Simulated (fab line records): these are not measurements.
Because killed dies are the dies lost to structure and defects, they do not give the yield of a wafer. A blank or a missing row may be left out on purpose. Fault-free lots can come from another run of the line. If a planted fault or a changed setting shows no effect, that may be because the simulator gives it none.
A lot that was struck, set against a sound lot -- flow sky130 -- 18 out of 708 route steps
Sound: these wafers, L202.1, L202.3, L202.6. Wafers L200.1, L200.4, L200.6 were the ones struck. The cause is named last.
Order at every step that has rows: each side's tool, ch and its chambers, its first start. Under that, the readings that differ: sound wafers -- struck wafers -- difference of the means -- sigmas: that difference in standard deviations of wafers without a fault.
alike: words and numbers the same on both sides, and readings whose means are apart by under 2 such deviations; not compared: readings that were withheld, readings missing a value for some wafer, numbers with overlapping values and no deviation given by the record, and bounds like >300 which may hide the same value.
The two part at a step that has a row with sigmas, a row that says differs or no value, or rows on one side only. Numbers that don't overlap but have no deviation are shown without sigmas and don't part them. A reading that every wafer of one side lacks parts them only if that side has two wafers or more.

first, 2 steps without rows for these wafers: SKY_GATE_OXIDE_CLEAN_00 (cleans in SC1/SC2, time 150 s); SKY_GATE_OXIDE_OXIDATION_01 (stabilise 600 s, purge 300 s, target thk 10.268 nm).
SKY_GATE_OXIDE_THK_MEAS_02:
  sound: filmMetro-01 at day 16 23:24; struck: filmMetro-02 at day 16 17:50
  alike: GATE_OXIDE_OXIDATION_00_THK
then, 7 steps without rows for these wafers: SKY_GATE_OXIDE_DEHYDRATE_03 (time 60 s); SKY_GATE_OXIDE_HMDS_04 (prime time 60 s); SKY_GATE_OXIDE_COAT_05 (resist thk 1140 nm); SKY_GATE_OXIDE_SOFTBAKE_06 (time 60 s); SKY_GATE_OXIDE_EXPOSE_07 (exposes mask LVOM, target cd 600 nm); SKY_GATE_OXIDE_PEB_08; SKY_GATE_OXIDE_DEVELOP_09 (develop time 60 s).
SKY_GATE_OXIDE_OVL_MEAS_10:
  sound: overlay-02 at day 18 04:17; struck: overlay-01 at day 17 21:44
  alike: GATE_OXIDE_OVL
following that, these wafers have no rows for 1 step: SKY_GATE_OXIDE_IMPLANT_11.
SKY_GATE_OXIDE_WET_ETCH_12: etches SiO2 in dHF, target depth 16.8 nm, time 336 s.
  sound on wetBench-03 ch 2, day 18 04:28; struck on wetBench-01 ch 0, day 17 21:55
  no value came back on the struck wafers for bathHeatDutyPct (%), runLengthS (s); on the sound wafers bathHeatDutyPct (%) reads 6.3 6.8 6.0
reading,sound,struck,difference,sigmas
model.SiO2_of_FIELD_ISO_CVD_24.thkNm (nm),362.5 364 362.7,382.5 384.6 382,+20.0,
SKY_GATE_OXIDE_STRIP_13: strips in O2/N2.
  sound on plasmaAsher-04 ch 0,1, day 18 04:34; struck on plasmaAsher-03 ch 0,1, day 17 22:02
  alike: drypumpMotorCurrentA, o2FlowSccm, oesProductAu, stripTimeToEndpointS
  not compared: rfHoursCounterH
SKY_GATE_OXIDE_TW_MEAS_14:
  sound: filmMetro-04 at day 18 04:40; struck: filmMetro-04 at day 17 22:08
  alike: GATE_OXIDE_TW
SKY_GATE_OXIDE_CLEAN_15: cleans in SC1/SC2, time 150 s.
  sound on wetBench-04 ch 3, day 18 04:44; struck on wetBench-03 ch 2, day 17 22:11
reading,sound,struck,difference,sigmas
model.SiO2_of_FIELD_ISO_CVD_24.thkNm (nm),361.8 363.3 362,381.8 383.9 381.3,+20.0,
  alike: bathGuardTempC
then, 1 step without rows for these wafers: SKY_GATE_OXIDE_OXIDATION_16 (stabilise 600 s, purge 300 s, target thk 3.57 nm).
-- a jump in the record: the struck wafers' starts before and after are 31 days apart (it breaks off in module GATE_OXIDE and resumes in module PAD_OPEN, where the first step shown is number 708 of the route) --
SKY_PAD_OPEN_PROBE_99:
  sound: prober-01 at day 48 23:38; struck: prober-02 at day 48 18:36
reading,sound,struck,difference,sigmas
hold,- - -,awaitDispo/0.8h/scrap awaitDispo/0.8h/scrap awaitDispo/0.8h/scrap,no value on the sound wafers,
killedAtFrontEnd,11 16 23,438 422 413,+408,+99 or more
killedDies,71 97 101,492 492 492,+402,+43
killedOnRim,12 28 20,96 96 96,+76,+21
  alike: killed_at_M0_to_M3, killed_at_M4_up, killedAtContacts, killedAtOther, killedOpen, killedShort

== WHERE THEY PART ==
Last at SKY_PAD_OPEN_PROBE_99 as far as this record goes, first at SKY_GATE_OXIDE_WET_ETCH_12.

WHY: the cause the simulator had injected
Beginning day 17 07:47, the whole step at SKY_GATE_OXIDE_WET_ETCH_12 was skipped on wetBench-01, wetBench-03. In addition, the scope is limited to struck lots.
